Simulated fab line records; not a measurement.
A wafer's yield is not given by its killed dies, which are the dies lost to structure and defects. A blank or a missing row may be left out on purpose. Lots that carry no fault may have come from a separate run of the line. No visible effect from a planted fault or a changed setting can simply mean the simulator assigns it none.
What tool caused it? + flow sky130 + 18 wafers from 6 lots sampled at 2 of the route's 708 steps

== WHAT THE GAUGES READ, wafer by wafer ==
SKY_SONOS_TUNNEL_CD_MEAS_07: target cd 410 nm.
| lot  | measured     | on       | cdNm (nm)         |
|------|--------------|----------|-------------------|
| L389 | day 11 18:57 | cdSem-02 | 408.1 406.3 404.2 |
| L392 | day 12 19:40 | cdSem-02 | 409.3 407.1 408.6 |
| L394 | day 13 07:26 | cdSem-02 | 408.0 408.3 407.7 |
| L397 | day 14 09:14 | cdSem-01 | 412.1 408.6 411.2 |
| L406 | day 17 13:02 | cdSem-01 | 418.5 415.8 417.3 |
| L410 | day 18 16:50 | cdSem-01 | 411.3 412.1 411.0 |

== EACH LOT AND THE TOOL THAT RAN IT (in order: tool; ch and the chambers of the sampled wafers; start) ==
| lot  | SKY_SONOS_TUNNEL_COAT_02         |
|------|----------------------------------|
| L389 | lithoTrack-03 ch 0, day 11 06:33 |
| L392 | lithoTrack-03 ch 0, day 12 06:44 |
| L394 | lithoTrack-01 ch 0, day 12 19:02 |
| L397 | lithoTrack-01 ch 0, day 13 20:41 |
| L406 | lithoTrack-02 ch 0, day 16 22:05 |
| L410 | lithoTrack-03 ch 0, day 18 01:44 |
- SKY_SONOS_TUNNEL_COAT_02: resist thk 1140 nm.

== THE ANSWER, worked out from the rows above alone ==
Rule: usual is defined by the lots themselves. Put in order of their means at a reading, lots are off if they are a third of the lots or fewer, leave a main group of 4 or more, and stand apart from it by a gap of 3 or more times the standard deviation of the main group's means; of several such gaps the widest counts. A main group is skipped when, at the precision printed for the reading in the tables above, its means are all equal. A lot without any number at a reading at which 4 lots or more have one is off too. The other lots that the step has rows for count as sound.
Off at SKY_SONOS_TUNNEL_CD_MEAS_07 (cdNm): L406. The main group: mean 408.9 nm, standard deviation 1.9.
A tool fits if, at a process step before that reading, it ran every lot that is off, and no sound lot after the first of them. Gauges at SKY_SONOS_TUNNEL_CD_MEAS_07: tried the same way as those tools. One fits: SKY_SONOS_TUNNEL_COAT_02 on lithoTrack-02. It ran no sound lot before its first lot that is off in this sample, so the start can't be narrowed down.

== WHAT HAD BEEN PUT IN BY THE SIMULATOR ==
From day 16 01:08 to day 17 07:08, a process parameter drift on lithoTrack-02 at SKY_SONOS_TUNNEL_COAT_02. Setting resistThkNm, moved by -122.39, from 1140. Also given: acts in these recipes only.
Shown lots that were struck: L406. This agrees with what the rule above found.
